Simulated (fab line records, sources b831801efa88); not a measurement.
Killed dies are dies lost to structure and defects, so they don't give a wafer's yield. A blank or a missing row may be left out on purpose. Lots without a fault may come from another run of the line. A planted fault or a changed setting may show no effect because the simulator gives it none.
Which tool did it? | flow sky130 | 15 lots, 45 wafers sampled, at 2 steps of a route of 708

WHAT THE GAUGES READ, wafer by wafer
SKY_VT_ADJUST_LVTN_OVL_MEAS_07.
lot  | measured     | on         | VT_ADJUST_LVTN_OVL (nm)
L966 | day 6 19:57  | overlay-02 | 0.6 1.8 0.8
L968 | day 7 13:09  | overlay-02 | 0.0 -0.7 1.5
L971 | day 8 07:11  | overlay-01 | -0.3 1.0 0.9
L972 | day 8 09:51  | overlay-01 | -0.6 -0.7 -1.2
L973 | day 8 18:59  | overlay-02 | 0.4 1.0 1.7
L977 | day 9 21:14  | overlay-02 | 1.0 -1.5 0.8
L978 | day 10 00:22 | overlay-02 | -0.9 1.3 -0.2
L979 | day 10 09:42 | overlay-02 | -0.4 -2.3 -1.1
L983 | day 11 20:26 | overlay-01 | -1.8 0.8 -0.2
L984 | day 12 02:58 | overlay-02 | 1.2 2.8 -0.1
L985 | day 12 03:26 | overlay-02 | -3.7 -1.9 -3.7
L986 | day 12 04:46 | overlay-02 | 1.3 0.8 3.3
L987 | day 13 06:44 | overlay-02 | 1.0 -0.7 -0.6
L989 | day 13 09:46 | overlay-01 | -0.2 -0.8 1.5
L988 | day 13 14:41 | overlay-01 | 1.0 1.2 -0.7

SKY_VT_ADJUST_NCORE_OVL_MEAS_08.
lot  | measured     | on         | VT_ADJUST_NCORE_OVL (nm)
L966 | day 8 12:55  | overlay-02 | -3.2 -3.7 -2.0
L968 | day 9 07:12  | overlay-02 | -0.6 -0.4 0.1
L971 | day 10 00:51 | overlay-01 | 1.8 4.5 2.8
L972 | day 10 04:04 | overlay-02 | -4.3 -2.7 -3.1
L973 | day 10 15:18 | overlay-02 | 0.9 0.2 0.9
L977 | day 11 19:17 | overlay-01 | 1.9 2.8 2.2
L978 | day 11 22:45 | overlay-01 | 0.8 -0.4 -0.3
L979 | day 12 08:05 | overlay-02 | 1.4 0.9 -0.4
L983 | day 13 21:11 | overlay-01 | 0.3 1.5 1.7
L984 | day 14 04:59 | overlay-02 | 2.6 1.0 2.2
L985 | day 14 05:17 | overlay-02 | -0.3 0.0 -0.6
L986 | day 14 06:31 | overlay-02 | -1.4 -0.9 -0.1
L987 | day 15 10:11 | overlay-01 | -1.0 -1.2 -1.7
L989 | day 15 14:30 | overlay-02 | -1.0 -1.1 0.6
L988 | day 15 18:50 | overlay-02 | 0.1 0.5 -1.7

WHICH TOOL RAN EACH LOT (tool, then ch and the chambers of the sampled wafers, then the start)
The record holds no process step before these readings.

WHAT THE TOOLS THEMSELVES READ (means of the sampled wafers that have a number; where no wafer has one, the mark that the record gives instead)
The record holds no such reading with a usual standard deviation.

THE ANSWER, worked out from the rows above alone
Rule: what is usual is taken from the lots themselves. Put in order of their means at a reading, lots are off if they are a third of the lots or fewer, leave a main group of 4 or more, and stand apart from it by a gap of 3 or more times the standard deviation of the main group's means; of several such gaps the widest counts. A main group whose means are all the same, to the digits that the tables above print for the reading, isn't used. A lot without any number at a reading at which 4 lots or more have one is off too. The other lots that the step has rows for count as sound. The gauges are gone through in route order, then the tools' own readings, and for those a lot's mean is taken as printed above. The first step at which some lot is off is used, and at that step the reading that is off furthest; a lot without a number counts as furthest.
No lot is off at any reading shown: from this, nothing can be told.

WHAT THE SIMULATOR HAD PUT IN
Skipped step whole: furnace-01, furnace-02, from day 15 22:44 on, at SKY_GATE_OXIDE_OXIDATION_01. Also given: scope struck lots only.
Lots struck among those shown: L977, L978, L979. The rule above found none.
